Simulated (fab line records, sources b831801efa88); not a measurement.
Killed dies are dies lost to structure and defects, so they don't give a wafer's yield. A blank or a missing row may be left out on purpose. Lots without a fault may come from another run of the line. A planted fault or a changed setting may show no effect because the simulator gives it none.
Problem report in the 8D (eight disciplines) form, filled by code | flow gf180mcu | the parts of the form that need people (team, actions taken, sign-off) are left out

1. THE PROBLEM
V3_CVD_00_THK at GF_V3_THK_MEAS_01 reads a mean of 294 nm on 3 wafers of 3 lots; wafers without a fault read 599 nm with a standard deviation of 5.9. That is -52 standard deviations from the usual mean.
First seen on wafer L415.1, day 23 12:25, on film_metro-02. The record holds 39 wafers of 13 lots with a number at this step. Rule for "out", or "out of limits": more than 4 standard deviations from the usual mean. The other wafers with a number count as sound.

2. WHAT IT IS AND WHAT IT IS NOT
question                    | is                           | is not
which readings at this step | V3_CVD_00_THK                | -
which lots                  | L415, L416, L418             | L410, L411, L420, L423, L428, L429, L430, L431, L432, L433
which wafers of those lots  | L415.1, L416.3, L418.3       | L415.5, L415.6, L416.2, L416.5, L418.1, L418.2
read on which gauges        | film_metro-02, film_metro-04 | film_metro-03
when                        | from day 23 12:25            | up to then (8 sound wafers); but 28 sound wafers of L416, L418, L420, L423, L428, L429, L430, L431, L432, L433 came after

3. SUSPECTS, AND WHAT RULES EACH OUT
Counting: a tool at a process step up to the reading stays a suspect if it ran every lot that is out. Sound lots after the first of them don't rule it out here, since some wafers of a struck lot are sound.
- the gauge at GF_V3_THK_MEAS_01: ruled out. The wafers that are out were read on 2 gauges (film_metro-02, film_metro-04).
- pvd_sputter-02 at GF_V2_SPUTTER_22 (material TiN, target thk 10 nm, time 40 s): kept. It ran every lot that is out, first L415 (day 22 11:51); its last sound lot up to then is L411 (day 20 22:37).
- hdpcvd-02 at GF_V3_CVD_00 (deposits SiO2, target thk 600 nm, time 100 s): kept. It ran every lot that is out, first L415 (day 23 12:20); its last sound lot up to then is L411 (day 21 23:50). Its own readings are out on those wafers: sih4_flow_sccm.
- Within hdpcvd-02 at GF_V3_CVD_00: the wafers that are out ran in chamber 0; their sound lot-mates ran in chambers 1, 2.
Left after counting: pvd_sputter-02 at GF_V2_SPUTTER_22, hdpcvd-02 at GF_V3_CVD_00.

4. THE CAUSE (what the simulator had put in)
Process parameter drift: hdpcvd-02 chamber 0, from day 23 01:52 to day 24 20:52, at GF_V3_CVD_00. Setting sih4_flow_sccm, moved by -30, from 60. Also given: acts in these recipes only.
Counting left 2 suspects, and this tool is among them.

5. THE CHAIN OF EFFECTS, in route order
Each row: a reading whose mean over the struck wafers that have a number lies more than 3 standard deviations from the usual. Only readings for which the record gives a usual standard deviation are gone through. hours: the time from each lot's start at the first step in this table that gives one to its start at this step, as a median over the lots. sigmas: the change in usual standard deviations.
hours | step              | reading        | usual      | on struck wafers | change | sigmas
0     | GF_V3_CVD_00      | sih4_flow_sccm | 60.00 sccm | 30.15            | -29.85 | -99 or more
0     | GF_V3_THK_MEAS_01 | V3_CVD_00_THK  | 599 nm     | 294              | -305   | -52
The process steps in it:
- GF_V3_CVD_00: deposits SiO2, target thk 600 nm, time 100 s.

6. WHAT WOULD HAVE CAUGHT IT SOONER
In this record the first reading out of limits at a measuring or inspecting step was taken at day 23 12:25, 11 hours after the fault began at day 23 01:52.
The tool's own readings at GF_V3_CVD_00 were out on every struck wafer that the step has a row for (sih4_flow_sccm): an alarm limit on them would have fired on the first of those.
Of the lots that are out (3), L416, L418 began GF_V3_CVD_00 on hdpcvd-02 after day 23 12:25. A hold on the tool at that time would have spared those 2.
